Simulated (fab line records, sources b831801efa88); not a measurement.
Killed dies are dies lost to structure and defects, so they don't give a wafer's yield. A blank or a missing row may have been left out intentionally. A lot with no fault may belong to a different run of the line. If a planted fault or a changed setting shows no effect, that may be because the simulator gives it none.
The tool behind it: which one? || flow gf180mcu || 6 lots with 18 wafers sampled at 4 steps, on a route of 602 steps

== WHAT THE GAUGES READ, wafer by wafer ==
GF_V3_THK_MEAS_01.
{"lot": "L951", "measured": "day 21 21:41", "on": "filmMetro-04", "V3_CVD_00_THK (nm)": "581 605 585"}
{"lot": "L954", "measured": "day 23 01:26", "on": "filmMetro-02", "V3_CVD_00_THK (nm)": "576 576 602"}
{"lot": "L956", "measured": "day 24 00:06", "on": "filmMetro-01", "V3_CVD_00_THK (nm)": "590 593 589"}
{"lot": "L961", "measured": "day 25 12:46", "on": "filmMetro-01", "V3_CVD_00_THK (nm)": "596 592 593"}
{"lot": "L965", "measured": "day 26 18:17", "on": "filmMetro-02", "V3_CVD_00_THK (nm)": "717 708 717 717 709 717"}
{"lot": "L970", "measured": "day 28 05:30", "on": "filmMetro-04", "V3_CVD_00_THK (nm)": "594 606 596"}

== EACH LOT AND THE TOOL THAT RAN IT (in order: tool; ch and the chambers of the sampled wafers; start) ==
{"lot": "L951", "GF_V1_CMP_26": "cmp-02 ch 0,1,2, day 18 18:03", "GF_M2_SPUTTER_00": "pvdSputter-03, day 18 18:21", "GF_V3_CVD_00": "hdpcvd-02 ch 0,1,2, day 21 21:37"}
{"lot": "L954", "GF_V1_CMP_26": "cmp-02 ch 1,3, day 19 22:14", "GF_M2_SPUTTER_00": "pvdSputter-04, day 19 22:32", "GF_V3_CVD_00": "hdpcvd-02 ch 0,1,2, day 23 01:21"}
{"lot": "L956", "GF_V1_CMP_26": "cmp-02 ch 0,1,2, day 20 20:29", "GF_M2_SPUTTER_00": "pvdSputter-03, day 20 20:41", "GF_V3_CVD_00": "hdpcvd-01 ch 0,2, day 24 00:02"}
{"lot": "L961", "GF_V1_CMP_26": "cmp-01 ch 0,1,2, day 22 14:05", "GF_M2_SPUTTER_00": "pvdSputter-02, day 22 14:17", "GF_V3_CVD_00": "hdpcvd-02 ch 0,1,2, day 25 12:42"}
{"lot": "L965", "GF_V1_CMP_26": "cmp-01 ch 1,2,3, day 23 21:22", "GF_M2_SPUTTER_00": "pvdSputter-03, day 23 21:40", "GF_V3_CVD_00": "hdpcvd-02 ch 0,1,2, day 26 18:12"}
{"lot": "L970", "GF_V1_CMP_26": "cmp-01 ch 0,1,2, day 25 10:57", "GF_M2_SPUTTER_00": "pvdSputter-04, day 25 11:09", "GF_V3_CVD_00": "hdpcvd-01 ch 0,1, day 28 05:25"}
- GF_V1_CMP_26: polishes, stops on SiO2, t overpolish 15 s, target thk 0 nm.
- GF_M2_SPUTTER_00: material Ti, target thk 37.5 nm, time 150 s.
- GF_V3_CVD_00: deposits SiO2, target thk 600 nm, time 100 s.

== THE ANSWER, worked out from the rows above alone ==
Rule: usual is defined by the lots themselves. Put in order of their means at a reading, lots are off if they are a third of the lots or fewer, leave a main group of 4 or more, and stand apart from it by a gap of 3 or more times the standard deviation of the main group's means; of several such gaps the widest counts. A main group whose means are all the same, to the digits that the tables above print for the reading, isn't used. Also off: a lot with no number at a reading for which 4 or more lots have one. Any other lot the step has rows for is counted as sound.
Off: L965, seen at GF_V3_THK_MEAS_01 (V3_CVD_00_THK). Main group: mean 592 nm, sd 4.6.
A tool fits if, at a process step before that reading, it ran every lot that is off, and no sound lot after the first of them. Those tools and the gauges at GF_V3_THK_MEAS_01 are tried in the same way. Can't be told from this: 3 tools fit, pvdSputter-03 at GF_M2_SPUTTER_00, hdpcvd-02 at GF_V3_CVD_00, filmMetro-02 at GF_V3_THK_MEAS_01.

== WHAT THE SIMULATOR HAD PUT IN ==
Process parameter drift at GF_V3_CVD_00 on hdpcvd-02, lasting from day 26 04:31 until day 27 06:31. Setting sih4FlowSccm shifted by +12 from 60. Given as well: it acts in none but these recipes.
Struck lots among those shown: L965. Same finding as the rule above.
